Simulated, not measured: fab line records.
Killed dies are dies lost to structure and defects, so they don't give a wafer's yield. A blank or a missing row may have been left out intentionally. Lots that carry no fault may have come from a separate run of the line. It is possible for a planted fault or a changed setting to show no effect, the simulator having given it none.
Which tool did it? -- flow sky130 -- 24 lots, 72 wafers sampled, at 4 steps of a route of 708

## WHAT THE GAUGES READ, wafer by wafer
SKY_VIA3_OVL_MEAS_13. Usual: VIA3_OVL typically reads -5 nm, with standard deviation 5.2.
lot,measured,on,VIA3_OVL (nm),flag
L074,day 40 04:51,overlay-01,-3 -4 3,
L075,day 40 06:23,overlay-02,7 3 5,
L076,day 40 07:10,overlay-02,-7 -7 -9,
L077,day 40 07:30,overlay-02,-5 -3 -9,
L078,day 40 19:28,overlay-01,-8 -4 -15,
L079,day 41 02:16,overlay-02,-5 -1 -2,
L080,day 41 08:49,overlay-02,-10 -7 -5,
L081,day 41 16:22,overlay-01,1 0 -3,
L082,day 42 01:01,overlay-01,-5 -9 -12,
L083,day 42 07:10,overlay-01,-2 -5 -1,
L084,day 42 14:01,overlay-02,-4 -1 -1,
L085,day 42 18:34,overlay-02,-11 -10 -8,
L086,day 43 00:25,overlay-01,-10 -3 -4,
L087,day 43 12:58,overlay-02,-10 -10 -6,
L088,day 43 14:14,overlay-02,5 -3 0,
L089,day 43 18:31,overlay-01,-16 -9 -6,
L090,day 44 05:28,overlay-01,0 -4 1,
L091,day 44 08:16,overlay-02,-4 -5 -9,
L092,day 44 20:12,overlay-01,2 -13 -9,
L093,day 45 03:49,overlay-01,-11 -5 -6,
L094,day 45 10:04,overlay-02,1 -4 -2,
L095,day 46 02:21,overlay-02,-11 -18 -17,
L096,day 46 02:40,overlay-02,-1 -6 -8,
L097,day 46 15:10,overlay-01,-5 -2 -1,

## WHICH TOOL RAN EACH LOT (tool, then ch and the chambers of the sampled wafers, then the start)
lot,SKY_VIA2_CMP_02,SKY_VIA2_ETCH_14,SKY_METAL3_METAL_ETCH_18
L074,"cmp-01 ch 0,3, day 35 18:22","rie_diel-01 ch 2,3, day 36 21:05","rie_metal-02 ch 0,1, day 39 03:38"
L075,"cmp-02 ch 0,3, day 35 20:31","rie_diel-01 ch 1,2,3, day 36 23:05","rie_metal-01 ch 0,1, day 39 03:59"
L076,"cmp-01 ch 1,2, day 35 21:25","rie_diel-03 ch 1,2,3, day 37 00:32","rie_metal-01 ch 0,1, day 39 04:54"
L077,"cmp-02 ch 0,2, day 36 00:22","rie_diel-01 ch 1,2,3, day 37 01:59","rie_metal-04 ch 0,1, day 39 05:15"
L078,"cmp-02 ch 0,1, day 36 11:03","rie_diel-02 ch 2,3, day 37 13:40","rie_metal-01 ch 0,1, day 39 18:10"
L079,"cmp-01 ch 0,2,3, day 36 18:47","rie_diel-02 ch 0,2,3, day 37 20:43","rie_metal-01 ch 0,1, day 40 00:32"
L080,"cmp-02 ch 1,2,3, day 37 01:12","rie_diel-03 ch 0,1,2, day 38 03:23","rie_metal-02 ch 0,1, day 40 07:28"
L081,"cmp-02 ch 0,1,2, day 37 10:30","rie_diel-03 ch 1,2,3, day 38 12:05","rie_metal-02 ch 0,1, day 40 15:53"
L082,"cmp-02 ch 0,3, day 37 19:30","rie_diel-02 ch 1,2, day 38 21:17","rie_metal-01 ch 0,1, day 40 23:28"
L083,"cmp-02 ch 0,3, day 38 01:39","rie_diel-03 ch 0,3, day 39 03:29","rie_metal-02 ch 0,1, day 41 05:45"
L084,"cmp-01 ch 0,2,3, day 38 09:33","rie_diel-01 ch 0,2,3, day 39 10:20","rie_metal-01 ch 0,1, day 41 13:05"
L085,"cmp-01 ch 1,2, day 38 14:12","rie_diel-01 ch 0,1,2, day 39 15:41","rie_metal-02 ch 0,1, day 41 17:44"
L086,"cmp-02 ch 0,3, day 38 20:49","rie_diel-01 ch 0,1,3, day 39 21:56","rie_metal-04 ch 0,1, day 41 23:20"
L087,"cmp-02 ch 0,1,2, day 39 10:16","rie_diel-01 ch 1,2, day 40 10:14","rie_metal-04 ch 1, day 42 12:23"
L088,"cmp-02 ch 0,1, day 39 10:59","rie_diel-03 ch 0,3, day 40 12:08","rie_metal-04 ch 0,1, day 42 13:47"
L089,"cmp-02 ch 0,1,2, day 39 17:24","rie_diel-03 ch 0,2,3, day 40 17:29","rie_metal-04 ch 0,1, day 42 18:23"
L090,"cmp-02 ch 0,2,3, day 40 03:44","rie_diel-01 ch 0,1,3, day 41 04:23","rie_metal-04 ch 0,1, day 43 05:38"
L091,"cmp-01 ch 0,1,2, day 40 07:53","rie_diel-02 ch 0,2, day 41 07:32","rie_metal-01 ch 0,1, day 43 08:29"
L092,"cmp-02 ch 0,2,3, day 40 19:47","rie_diel-03 ch 0,2,3, day 41 19:53","rie_metal-02 ch 0,1, day 43 21:00"
L093,"cmp-01 ch 0,1,2, day 41 05:48","rie_diel-01 ch 0,1,2, day 42 05:23","rie_metal-02 ch 0,1, day 44 05:22"
L094,"cmp-01 ch 0,2,3, day 41 12:45","rie_diel-01 ch 0,3, day 42 12:35","rie_metal-04 ch 0,1, day 44 11:51"
L095,"cmp-01 ch 1,2,3, day 42 04:09","rie_diel-01 ch 0,2, day 43 04:05","rie_metal-01 ch 0,1, day 45 02:56"
L096,"cmp-02 ch 1,3, day 42 04:10","rie_diel-03 ch 0,1,3, day 43 04:26","rie_metal-04 ch 0,1, day 45 03:17"
L097,"cmp-02 ch 2,3, day 42 19:44","rie_diel-01 ch 0,3, day 43 19:02","rie_metal-01 ch 1, day 45 17:28"
- SKY_VIA2_CMP_02: polishes SiO2.
- SKY_VIA2_ETCH_14: etches BARC in N2/H2, stops on SiO2, time 45.9 s, target depth 60 nm.
- SKY_METAL3_METAL_ETCH_18: etches the open film in Cl2/BCl3, stops on SiO2, target depth 845 nm, time 183.1 s.

## AS READ BY THE TOOLS THEMSELVES (means over the sampled wafers that have a number; for cases with no such wafer, the mark the record gives instead)
SKY_VIA2_CMP_02. Usual: motor_current_A 11.7 A, standard deviation 1.3; slurry_filter_dp_kPa 13.51 kPa, standard deviation 0.15.
lot,tool,motor_current_A (A),slurry_filter_dp_kPa (kPa),flag
L074,cmp-01,12.7,13.49,
L075,cmp-02,11.3,13.46,
L076,cmp-01,11.6,13.48,
L077,cmp-02,10.0,13.51,
L078,cmp-02,10.8,13.45,
L079,cmp-01,11.8,13.31,
L080,cmp-02,12.2,13.55,
L081,cmp-02,11.1,13.48,
L082,cmp-02,11.2,13.47,
L083,cmp-02,12.6,13.37,
L084,cmp-01,12.5,13.46,
L085,cmp-01,11.4,13.38,
L086,cmp-02,12.7,13.51,
L087,cmp-02,10.9,13.43,
L088,cmp-02,11.5,13.47,
L089,cmp-02,11.0,13.42,
L090,cmp-02,12.0,13.42,
L091,cmp-01,11.9,13.50,
L092,cmp-02,11.5,13.62,
L093,cmp-01,11.7,13.57,
L094,cmp-01,12.0,13.61,
L095,cmp-01,11.9,13.64,
L096,cmp-02,12.7,13.46,
L097,cmp-02,12.8,13.50,

SKY_VIA2_ETCH_14. Usual: drypump_motor_current_A 5.6 A, standard deviation 0.46; oes_product_au 0.854 a.u., standard deviation 0.0047; throttle_valve_pct 13.224 %, standard deviation 0.0086.
lot,tool,drypump_motor_current_A (A),oes_product_au (a.u.),throttle_valve_pct (%),flag
L074,rie_diel-01,5.2,0.858,13.232,
L075,rie_diel-01,5.4,0.855,13.226,
L076,rie_diel-03,6.1,0.849,13.217,
L077,rie_diel-01,5.4,0.854,13.226,
L078,rie_diel-02,5.2,0.858,13.231,
L079,rie_diel-02,5.0,0.852,13.224,
L080,rie_diel-03,5.9,0.860,13.227,
L081,rie_diel-03,6.1,0.853,13.220,
L082,rie_diel-02,6.1,0.851,13.223,
L083,rie_diel-03,5.9,0.859,13.221,
L084,rie_diel-01,5.5,0.856,13.226,
L085,rie_diel-01,5.6,0.855,13.221,
L086,rie_diel-01,5.5,0.860,13.213,
L087,rie_diel-01,5.5,0.848,13.238,
L088,rie_diel-03,5.9,0.854,13.219,
L089,rie_diel-03,6.0,0.859,13.224,
L090,rie_diel-01,5.6,0.855,13.221,
L091,rie_diel-02,5.2,0.853,13.221,
L092,rie_diel-03,6.0,0.859,13.224,
L093,rie_diel-01,5.7,0.857,13.226,
L094,rie_diel-01,5.7,0.859,13.230,
L095,rie_diel-01,5.7,0.853,13.231,
L096,rie_diel-03,6.0,0.854,13.222,
L097,rie_diel-01,5.4,0.856,13.223,

SKY_METAL3_METAL_ETCH_18. Usual: drypump_motor_current_A 5.7 A, standard deviation 0.6; mfc_cl2_sccm 60.00 sccm, standard deviation 0.18; oes_product_au 0.865 a.u., standard deviation 0.0069; throttle_valve_pct 22.264 %, standard deviation 0.0092.
lot,tool,drypump_motor_current_A (A),mfc_cl2_sccm (sccm),oes_product_au (a.u.),throttle_valve_pct (%),flag
L074,rie_metal-02,4.9,60.05,0.866,22.254,
L075,rie_metal-01,5.6,59.99,0.872,22.257,
L076,rie_metal-01,5.7,59.89,0.866,22.270,
L077,rie_metal-04,6.5,59.95,0.856,22.265,
L078,rie_metal-01,5.6,60.05,0.863,22.259,
L079,rie_metal-01,5.6,60.04,0.870,22.266,
L080,rie_metal-02,4.9,59.96,0.854,22.260,
L081,rie_metal-02,4.9,59.80,0.874,22.265,
L082,rie_metal-01,5.6,60.02,0.872,22.263,
L083,rie_metal-02,4.9,59.90,0.863,22.263,
L084,rie_metal-01,5.6,60.13,0.872,22.265,
L085,rie_metal-02,4.9,59.81,0.873,22.255,
L086,rie_metal-04,6.3,59.90,0.864,22.272,
L087,rie_metal-04,6.1,60.09,0.864,22.259,
L088,rie_metal-04,6.3,59.90,0.865,22.263,
L089,rie_metal-04,6.3,60.14,0.867,22.262,
L090,rie_metal-04,6.4,60.03,0.859,22.263,
L091,rie_metal-01,5.7,60.07,0.868,22.266,
L092,rie_metal-02,4.9,60.01,0.866,22.267,
L093,rie_metal-02,4.9,59.92,0.864,22.266,
L094,rie_metal-04,6.3,59.91,0.865,22.258,
L095,rie_metal-01,5.6,60.13,0.867,22.259,
L096,rie_metal-04,6.5,60.01,0.867,22.268,
L097,rie_metal-01,5.8,60.01,0.867,22.269,

## THE ANSWER, worked out from the rows above alone
Rule: take the mean of a lot's wafers that have a number; if it is more than 3 standard deviations from the usual mean, the lot is off. Also off: a lot with no number at a reading for which 4 or more lots have one. Any other lot the step has rows for is counted as sound. After the gauges, taken in route order, come the tools' own readings; for these a lot's mean is taken, as printed above. The first step at which some lot is off is used, and at that step the reading that is off furthest; a lot without a number counts as furthest.
Across all readings shown, no lot is off: no conclusion can be drawn from this.

## WHAT WAS PUT IN BY THE SIMULATOR
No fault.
